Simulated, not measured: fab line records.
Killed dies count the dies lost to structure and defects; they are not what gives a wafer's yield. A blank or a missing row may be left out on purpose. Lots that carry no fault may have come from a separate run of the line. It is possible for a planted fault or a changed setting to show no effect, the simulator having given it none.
Comparing a struck lot with a sound one ; flow sky130 ; 15 out of 708 route steps
Sound: the wafers L420.1, L420.2, L420.4. Wafers struck: L423.2, L423.4, L423.6. Last of all comes the cause.
Each step with rows lists, per side, the tool, then ch with its chambers, then its first start. Under that, the readings that differ: sound wafers ; struck wafers ; difference of the means ; sigmas: that difference in standard deviations of wafers without a fault.
alike: a reading whose means differ by less than 2 such deviations, as well as words and numbers matching on both sides. not compared: withheld readings; readings where some wafer has no value; bounds like >300 that might hide an equal value; numbers whose values overlap and for which the record gives no deviation.
The two part at a step that has a row with sigmas, a row that says differs or no value, or rows on one side only. Non-overlapping numbers with no deviation appear without sigmas and do not part them. A reading that every wafer of one side lacks parts them only if that side has two wafers or more.

first, 2 steps without rows for these wafers: SKY_GATE_OXIDE_IMPLANT_11; SKY_GATE_OXIDE_WET_ETCH_12 (etches SiO2 in dHF, target depth 16.8 nm, time 336 s).
SKY_GATE_OXIDE_STRIP_13: strips in O2/N2.
  sound on plasmaAsher-02 ch 0,1, day 15 15:39; struck on plasmaAsher-04 ch 0,1, day 17 02:12
  alike: drypumpMotorCurrentA, oesProductAu, stripTimeToEndpointS
  not compared: rfHoursCounterH
SKY_GATE_OXIDE_TW_MEAS_14:
  sound: filmMetro-04 at day 15 15:45; struck: filmMetro-01 at day 17 02:19
reading;sound;struck;difference;sigmas
GATE_OXIDE_TW;225.5 225.9 226.0;223.1 222.2 222.2;-3.3;-2
then, 3 steps without rows for these wafers: SKY_GATE_OXIDE_CLEAN_15 (cleans in SC1/SC2, time 150 s); SKY_GATE_OXIDE_OXIDATION_16 (stabilise 600 s, purge 300 s, target thk 3.57 nm); SKY_POLY_GATE_CVD_00 (deposits poly-Si, target thk 180 nm, time 720 s).
SKY_POLY_GATE_THK_MEAS_01:
  sound: filmMetro-04 at day 15 19:47; struck: filmMetro-02 at day 17 06:38
  alike: POLY_GATE_CVD_00_THK
then, 4 steps without rows for these wafers: SKY_RES_PROTECT_DEHYDRATE_00 (time 60 s); SKY_RES_PROTECT_HMDS_01 (prime time 60 s); SKY_RES_PROTECT_COAT_02 (resist thk 1140 nm); SKY_RES_PROTECT_SOFTBAKE_03 (time 60 s).
SKY_RES_PROTECT_EXPOSE_04: exposes mask RPM, target cd 1270 nm.
  sound on ilineStepper-02 ch 0, day 16 08:35; struck on ilineStepper-01 ch 0, day 17 20:08
reading;sound;struck;difference;sigmas
mask;RPM#0 RPM#0 RPM#0;RPM_R1#0 RPM_R1#0 RPM_R1#0;differs;
  alike: stageVelMmS
following that, these wafers have no rows for 1 step: SKY_RES_PROTECT_PEB_05.
-- the record jumps here: 31 days lie between the struck wafers' starts before and after (it left off in module RES_PROTECT and takes up again in module PAD_OPEN, whose first step shown is number 708 of the route) --
SKY_PAD_OPEN_PROBE_99:
  sound: prober-01 at day 47 13:09; struck: prober-02 at day 48 13:34
reading;sound;struck;difference;sigmas
killedAtOther;0 0 1;81 88 88;+85;+99 or more
killedDies;101 86 82;158 168 183;+80;+8
  alike: killed_at_M0_to_M3, killed_at_M4_up, killedAtContacts, killedAtFrontEnd, killedOnRim, killedOpen, killedShort

== WHERE THEY PART ==
Earliest at SKY_GATE_OXIDE_TW_MEAS_14; latest, in this record, at SKY_PAD_OPEN_PROBE_99.

WHY: whatever the simulator had introduced
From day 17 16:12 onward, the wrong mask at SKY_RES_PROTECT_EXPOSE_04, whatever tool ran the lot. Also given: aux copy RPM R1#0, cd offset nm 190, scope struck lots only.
